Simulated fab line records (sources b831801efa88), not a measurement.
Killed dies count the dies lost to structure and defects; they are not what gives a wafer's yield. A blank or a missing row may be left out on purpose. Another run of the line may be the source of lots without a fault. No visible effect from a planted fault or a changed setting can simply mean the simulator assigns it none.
fab line records ; flow gf180mcu
[record] lots = 12; wafers = 36; last_day = 34
route steps=602 shown V4@490 V5@555 PASSIVATION@598
lots that met no fault: from a run of the same line without faults
start_h: the number of hours between the record's first day and the start of the first shown wafer of the lot ; wait_h: how many hours have passed since the lot's step before this one ; " repeats the value in the row above ; L1.1+2: one row covering several wafers at once ; - value missing, or start not given ; * or withheld: withheld ; < > ~ a bound
route shown NAME@n: a module of which the file shows steps, and the number in the route of the first ; usual: mean/standard deviation of fault-free wafers ; same: alike in all rows ; chamber/n: place in a boat ; sites: each site's reading ; _std_site: standard deviation of those values ; _edge_site: mean of outer sites minus mean of inner sites ; radius_mm: how far each site lies from the wafer's centre ; mask NAME#n: copy n ; behind: the tool/chamber that last shaped the wafer ; hold: why the lot was held/for how many hours/how that ended ; device: names the non-switching transistor (n, p or np) ; end of line: tests run on the same wafers once the route is complete ; where a step has no rows: the recipe by itself ; killed: not the wafer's yield, but the dies lost to structure and defects at the first sort ; map: the dies of a wafer, with x for killed, . for not killed, _ for no die there
set.NAME: the setting the step ran with; set.NAME@STEP: the setting that earlier step ran with ; model.NAME: the simulator's own value behind a step, which no gauge read
route steps across a sampled set of lots; one table per step, one row per wafer
services: the hour from which a tool's chamber was out of use, counted from the record's first day as start_h (under 0 if before that day), plus the number of hours and why
[[steps]]
[step GF_V4_CD_MEAS_14]
[recipe] target_cd_nm = 260
[usual] cd_nm = 260.7/1.3
lot.wafer;tool;chamber;start_h;wait_h;cd_nm
L324.1;cd_sem-02;-;556.86;0.1;258.9
L324.3;cd_sem-02;-;556.86;0.1;258.9
L324.4;cd_sem-02;-;556.86;0.1;259.1
L326.2;cd_sem-02;-;580.36;0.1;259.8
L326.3;cd_sem-02;-;580.36;0.1;259.7
L326.5;cd_sem-02;-;580.36;0.1;259.9
L325.3;cd_sem-02;-;582.06;0.1;261.3
L325.4;cd_sem-02;-;582.06;0.1;260.9
L325.6;cd_sem-02;-;582.06;0.1;261.4
L327.2;cd_sem-01;-;590.03;0.1;259.1
L327.4;cd_sem-01;-;590.03;0.1;260.6
L327.5;cd_sem-01;-;590.03;0.1;258.5
L329.2;cd_sem-02;-;600.58;0.1;261.9
L329.3;cd_sem-02;-;600.58;0.1;262.1
L329.4;cd_sem-02;-;600.58;0.1;260.6
L330.2;cd_sem-01;-;607.34;0.1;260.7
L330.3;cd_sem-01;-;607.34;0.1;259.5
L330.4;cd_sem-01;-;607.34;0.1;260.0
L342.3;cd_sem-02;-;700.91;0.1;260.0
L342.5;cd_sem-02;-;700.91;0.1;260.8
L342.6;cd_sem-02;-;700.91;0.1;260.9
L343.1;cd_sem-02;-;709.17;0.2;261.0
L343.3;cd_sem-02;-;709.17;0.2;261.0
L343.4;cd_sem-02;-;709.17;0.2;260.6
L344.1;cd_sem-02;-;712.93;0.1;262.3
L344.3;cd_sem-02;-;712.93;0.1;259.7
L344.6;cd_sem-02;-;712.93;0.1;261.1
L345.1;cd_sem-02;-;715.02;0.2;259.8
L345.3;cd_sem-02;-;715.02;0.2;258.1
L345.6;cd_sem-02;-;715.02;0.2;258.7
L346.1;cd_sem-02;-;717.81;0.1;262.3
L346.2;cd_sem-02;-;717.81;0.1;262.2
L346.3;cd_sem-02;-;717.81;0.1;261.5
L347.3;cd_sem-02;-;727.11;0.1;258.0
L347.4;cd_sem-02;-;727.11;0.1;259.8
L347.5;cd_sem-02;-;727.11;0.1;259.6
[step GF_V5_OVL_MEAS_15]
[usual] V5_OVL = -4/6.1
lot.wafer;tool;chamber;start_h;wait_h;V5_OVL[nm]
L324.1;overlay-01;-;623.83;0.1;-9
L324.3;overlay-01;-;623.83;0.1;6
L324.4;overlay-01;-;623.83;0.1;-5
L326.2;overlay-01;-;646.84;0.1;0
L326.3;overlay-01;-;646.84;0.1;-12
L326.5;overlay-01;-;646.84;0.1;-16
L325.3;overlay-02;-;646.96;0.1;-8
L325.4;overlay-02;-;646.96;0.1;6
L325.6;overlay-02;-;646.96;0.1;-3
L327.2;overlay-01;-;654.43;0.1;-5
L327.4;overlay-01;-;654.43;0.1;-6
L327.5;overlay-01;-;654.43;0.1;-3
L329.2;overlay-02;-;665.63;0.1;2
L329.3;overlay-02;-;665.63;0.1;2
L329.4;overlay-02;-;665.63;0.1;-5
L330.2;overlay-02;-;670.48;0.1;4
L330.3;overlay-02;-;670.48;0.1;3
L330.4;overlay-02;-;670.48;0.1;-3
L342.3;overlay-02;-;756.86;0.1;-8
L342.5;overlay-02;-;756.86;0.1;-11
L342.6;overlay-02;-;756.86;0.1;-4
L343.1;overlay-01;-;765.14;0.1;-18
L343.3;overlay-01;-;765.14;0.1;-17
L343.4;overlay-01;-;765.14;0.1;-5
L344.1;overlay-01;-;767.63;0.1;-4
L344.3;overlay-01;-;767.63;0.1;4
L344.6;overlay-01;-;767.63;0.1;-15
L345.1;overlay-01;-;769.27;0.1;-4
L345.3;overlay-01;-;769.27;0.1;-3
L345.6;overlay-01;-;769.27;0.1;-9
L346.1;overlay-01;-;772.48;0.1;-4
L346.2;overlay-01;-;772.48;0.1;-4
L346.3;overlay-01;-;772.48;0.1;-6
L347.3;overlay-01;-;780.39;0.1;-2
L347.4;overlay-01;-;780.39;0.1;1
L347.5;overlay-01;-;780.39;0.1;-3
[step GF_V5_CVD_23]
[recipe] material = W; target_thk_nm = 350; time_s = 104.9; temp_c = 400; pressure_torr = 40
[usual] heater_power_w = 883/42
lot.wafer;tool;chamber;start_h;wait_h;heater_power_w;since_wet_clean_h
L324.1;cvd_w-02;0;624.65;0.0;848;721
L324.3;cvd_w-02;1;624.65;0.0;842;-
L324.4;cvd_w-02;0;624.65;0.0;823;-
L326.2;cvd_w-01;0;647.65;0.0;910;244
L326.3;cvd_w-01;0;647.65;0.0;935;-
L326.5;cvd_w-01;1;647.65;0.0;909;-
L325.3;cvd_w-02;1;647.88;0.1;852;-
L325.4;cvd_w-02;0;647.88;0.1;854;-
L325.6;cvd_w-02;1;647.88;0.1;839;-
L327.2;cvd_w-01;0;655.25;0.0;930;251
L327.4;cvd_w-01;1;655.25;0.0;891;-
L327.5;cvd_w-01;0;655.25;0.0;947;-
L329.2;cvd_w-02;0;666.45;0.0;832;762
L329.3;cvd_w-02;1;666.45;0.0;819;-
L329.4;cvd_w-02;0;666.45;0.0;839;-
L330.2;cvd_w-01;0;671.30;0.0;905;267
L330.3;cvd_w-01;1;671.30;0.0;907;-
L330.4;cvd_w-01;0;671.30;0.0;964;-
L342.3;cvd_w-02;0;757.70;0.1;830;-
L342.5;cvd_w-02;1;757.70;0.1;819;-
L342.6;cvd_w-02;0;757.70;0.1;843;-
L343.1;cvd_w-01;1;765.97;0.0;910;362
L343.3;cvd_w-01;0;765.97;0.0;965;-
L343.4;cvd_w-01;1;765.97;0.0;909;-
L344.1;cvd_w-01;1;768.45;0.0;891;364
L344.3;cvd_w-01;0;768.45;0.0;892;-
L344.6;cvd_w-01;1;768.45;0.0;901;-
L345.1;cvd_w-02;1;770.10;0.0;831;866
L345.3;cvd_w-02;1;770.10;0.0;851;-
L345.6;cvd_w-02;0;770.10;0.0;820;-
L346.1;cvd_w-01;1;773.31;0.0;888;369
L346.2;cvd_w-01;0;773.31;0.0;953;369
L346.3;cvd_w-01;0;773.31;0.0;943;-
L347.3;cvd_w-01;0;781.28;0.1;924;-
L347.4;cvd_w-01;1;781.28;0.1;898;-
L347.5;cvd_w-01;0;781.28;0.1;941;-
[step GF_PASSIVATION_ETCH_11]
[recipe] chemistry = CF4/O2; target_depth_nm = 2040; stop_on = TiN; source_w = 800; bias_w = 150; pressure_mtorr = 150; cf4_flow_sccm = 80; O2_flow_sccm = 10; time_s = 453.3
[usual] drypump_motor_current_A = 5.6/0.54; oes_product_au = 0.988/0.006; run_length_s = 481.7/0.54; throttle_valve_pct = 5.967/0.0088
lot.wafer;tool;chamber;start_h;wait_h;drypump_motor_current_A;oes_product_au;rf_hours_counter_h;run_length_s;throttle_valve_pct
L324.1;rie_diel-03;3;666.76;-;6.6;0.990;1;481.2;5.964
L324.3;rie_diel-03;1;666.76;-;5.2;0.982;8;481.9;5.983
L324.4;rie_diel-03;2;666.76;-;6.5;0.998;10;481.5;5.964
L326.2;rie_diel-02;1;687.36;-;5.0;1.003;0;480.8;5.973
L326.3;rie_diel-02;3;687.36;-;5.2;0.995;8;481.0;5.980
L326.5;rie_diel-02;1;687.36;-;5.0;0.997;-;481.2;5.970
L325.3;rie_diel-04;1;688.05;-;5.5;0.982;14;482.3;5.964
L325.4;rie_diel-04;0;688.05;-;5.3;0.985;22;481.5;5.956
L325.6;rie_diel-04;2;688.05;-;5.5;0.992;-;481.5;5.960
L327.2;rie_diel-04;0;695.15;-;5.3;0.990;23;481.1;5.976
L327.4;rie_diel-04;1;695.15;-;5.5;0.980;15;482.1;5.978
L327.5;rie_diel-04;3;695.15;-;5.8;0.978;-;482.0;5.972
L329.2;rie_diel-04;0;706.20;-;5.3;0.988;23;481.3;5.965
L329.3;rie_diel-04;3;706.20;-;5.8;0.906;55;561.5;5.942
L329.4;rie_diel-04;1;706.20;-;5.5;0.981;15;482.5;5.967
L330.2;rie_diel-04;2;710.90;-;5.5;0.986;20;481.7;5.955
L330.3;rie_diel-04;0;710.90;-;5.2;0.895;24;561.2;5.955
L330.4;rie_diel-04;3;710.90;-;5.8;0.979;56;481.8;5.967
L342.3;rie_diel-02;3;791.55;-;5.3;0.993;13;480.7;5.986
L342.5;rie_diel-02;0;791.55;-;5.4;0.995;-;481.4;5.971
L342.6;rie_diel-02;3;791.55;-;5.2;0.992;-;480.8;5.960
L343.1;rie_diel-02;2;798.84;-;6.8;0.986;20;482.4;5.976
L343.3;rie_diel-02;1;798.84;-;5.0;0.994;6;481.3;5.957
L343.4;rie_diel-02;0;798.84;-;5.4;0.989;29;481.8;5.959
L344.1;rie_diel-02;3;800.59;-;5.3;0.996;14;481.0;5.962
L344.3;rie_diel-02;2;800.59;-;6.8;0.995;20;482.3;5.957
L344.6;rie_diel-02;1;800.59;-;5.0;0.988;-;481.2;5.962
L345.1;rie_diel-04;1;802.35;-;5.5;0.980;21;482.1;5.968
L345.3;rie_diel-04;0;802.35;-;5.3;0.989;28;481.6;5.961
L345.6;rie_diel-04;2;802.35;-;5.5;0.987;-;481.5;5.958
L346.1;rie_diel-03;0;805.74;-;5.7;0.993;16;481.4;5.980
L346.2;rie_diel-03;1;805.74;-;5.2;0.994;14;482.7;5.967
L346.3;rie_diel-03;3;805.74;-;6.6;0.997;8;481.7;5.961
L347.3;rie_diel-02;0;813.05;-;5.4;0.986;30;481.3;5.951
L347.4;rie_diel-02;1;813.05;-;5.0;0.985;7;481.2;5.970
L347.5;rie_diel-02;2;813.05;-;6.7;0.991;-;482.5;5.965
[step GF_PASSIVATION_STRIP_12]
[recipe] chemistry = O2/N2; power_w = 1400; pressure_mtorr = 1500; platen_temp_c = 250; o2_flow_sccm = 3000; n2_flow_sccm = 300; overash_fraction = 0.5
[usual] drypump_motor_current_A = 5.6/0.49; heater_power_w = 344/51; o2_flow_sccm = 3000/8.6; oes_product_au = 0.718/0.0045; strip_time_to_endpoint_s = 33.00/0.23
lot.wafer;tool;chamber;start_h;wait_h;drypump_motor_current_A;heater_power_w;o2_flow_sccm;oes_product_au;rf_hours_counter_h;strip_time_to_endpoint_s
L324.1;plasma_asher-02;0;667.03;0.1;5.6;404;3009;0.711;58;33.07
L324.3;plasma_asher-02;0;667.03;0.1;5.6;402;3006;0.720;-;33.10
L324.4;plasma_asher-02;1;667.03;0.1;5.5;331;3002;0.716;-;33.16
L326.2;plasma_asher-01;0;687.63;0.1;5.7;435;3002;0.715;89;32.50
L326.3;plasma_asher-01;1;687.63;0.1;5.7;267;2992;0.717;-;32.72
L326.5;plasma_asher-01;1;687.63;0.1;5.7;274;2995;0.717;-;32.45
L325.3;plasma_asher-02;0;688.36;0.2;5.5;399;2996;0.721;-;33.13
L325.4;plasma_asher-02;1;688.36;0.2;5.5;313;2997;0.719;-;32.90
L325.6;plasma_asher-02;0;688.36;0.2;5.5;413;3003;0.720;-;33.08
L327.2;plasma_asher-04;0;695.42;0.1;6.5;304;3004;0.716;108;32.85
L327.4;plasma_asher-04;1;695.42;0.1;4.9;323;3008;0.726;-;33.57
L327.5;plasma_asher-04;0;695.42;0.1;6.5;307;3000;0.710;-;33.04
L329.2;plasma_asher-04;0;706.47;0.1;6.5;308;2998;0.722;109;32.77
L329.3;plasma_asher-04;1;706.47;0.1;4.9;318;2986;0.718;-;30.50
L329.4;plasma_asher-04;0;706.47;0.1;6.5;300;2991;0.720;-;33.06
L330.2;plasma_asher-02;1;711.17;0.1;5.5;333;3015;0.717;63;32.98
L330.3;plasma_asher-02;0;711.17;0.1;5.5;395;2994;0.711;-;29.65
L330.4;plasma_asher-02;1;711.17;0.1;5.5;327;2996;0.720;-;32.90
L342.3;plasma_asher-04;0;791.85;0.2;6.5;307;3007;0.720;-;33.06
L342.5;plasma_asher-04;0;791.85;0.2;6.5;311;3001;0.714;-;32.98
L342.6;plasma_asher-04;1;791.85;0.2;4.9;318;3005;0.720;-;33.10
L343.1;plasma_asher-04;1;799.11;0.1;4.9;325;3002;0.718;6;32.74
L343.3;plasma_asher-04;1;799.11;0.1;4.9;329;3003;0.722;-;32.75
L343.4;plasma_asher-04;0;799.11;0.1;6.5;309;2998;0.722;-;32.81
L344.1;plasma_asher-04;0;800.86;0.1;6.5;309;2994;0.715;6;33.32
L344.3;plasma_asher-04;1;800.86;0.1;4.9;317;3011;0.724;-;32.92
L344.6;plasma_asher-04;1;800.86;0.1;4.9;322;3018;0.705;-;32.81
L345.1;plasma_asher-02;0;802.62;0.1;5.6;405;3010;0.720;73;33.34
L345.3;plasma_asher-02;1;802.62;0.1;5.5;321;2992;0.720;-;33.10
L345.6;plasma_asher-02;1;802.62;0.1;5.5;319;3003;0.709;-;33.06
L346.1;plasma_asher-01;0;806.01;0.1;5.7;451;2987;0.717;101;32.64
L346.2;plasma_asher-01;1;806.01;0.1;5.7;269;2994;0.728;101;32.68
L346.3;plasma_asher-01;1;806.01;0.1;5.7;272;2997;0.728;-;32.74
L347.3;plasma_asher-04;1;813.35;0.2;4.9;315;3012;0.722;-;33.15
L347.4;plasma_asher-04;0;813.35;0.2;6.5;310;3000;0.718;-;32.97
L347.5;plasma_asher-04;1;813.35;0.2;4.9;325;3018;0.720;-;33.18
[[services]]
tool;chamber;start_h;hours;kind
plasma_asher-02;-;608.01;2.8;pm
rie_diel-02;-;612.42;1.5;repair
rie_diel-04;0;614.57;5.5;repair
rie_diel-02;3;620.70;4.5;repair
plasma_asher-01;-;622.39;2.8;pm
plasma_asher-01;-;632.18;50.7;repair
cvd_w-02;-;642.74;1.0;repair
plasma_asher-01;-;655.47;3.9;repair
cvd_w-01;-;665.35;1.0;repair
rie_diel-04;0;666.67;3.7;repair
plasma_asher-01;-;703.96;6.8;repair
rie_diel-02;1;712.21;2.4;repair
cvd_w-01;-;713.58;0.7;repair
cvd_w-01;-;721.73;0.6;repair
rie_diel-03;2;730.73;1.8;repair
plasma_asher-04;-;733.75;9.0;pm
plasma_asher-04;0;733.75;9.0;vent_cycle
plasma_asher-04;1;733.75;9.0;vent_cycle
rie_diel-02;2;748.23;2.6;repair
rie_diel-03;2;762.79;16.2;repair
rie_diel-04;0;767.07;2.6;repair
rie_diel-02;1;782.34;5.2;repair
plasma_asher-01;-;783.15;5.5;repair
rie_diel-04;-;786.74;0.4;repair
[[key]]
[first_sign] step = GF_PASSIVATION_ETCH_11; reading = run_length_s; direction = up; sigmas = 99+; usual = *; struck = *
[effect] step = GF_PASSIVATION_ETCH_11; reading = oes_product_au; direction = down; sigmas = 15; usual = 0.988; struck = 0.901
[effect] step = GF_PASSIVATION_STRIP_12; reading = strip_time_to_endpoint_s; direction = down; sigmas = 13; usual = *; struck = *
met_at GF_PASSIVATION_ETCH_11
struck_lots L329,L330
struck_wafers L329.3,L330.3
not_acting_at GF_V4_CD_MEAS_14,GF_V5_OVL_MEAS_15,GF_V5_CVD_23
onset_between 695.15 706.20
[fault] kind = process_parameter_drift; tool = rie_diel-04; chamber = -; onset_h = 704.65; steps = GF_PASSIVATION_ETCH_11; channel = time_s; offset = *; shape = step; end_h = 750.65; scope = struck_wafers_only; acts_in = *; stated = *
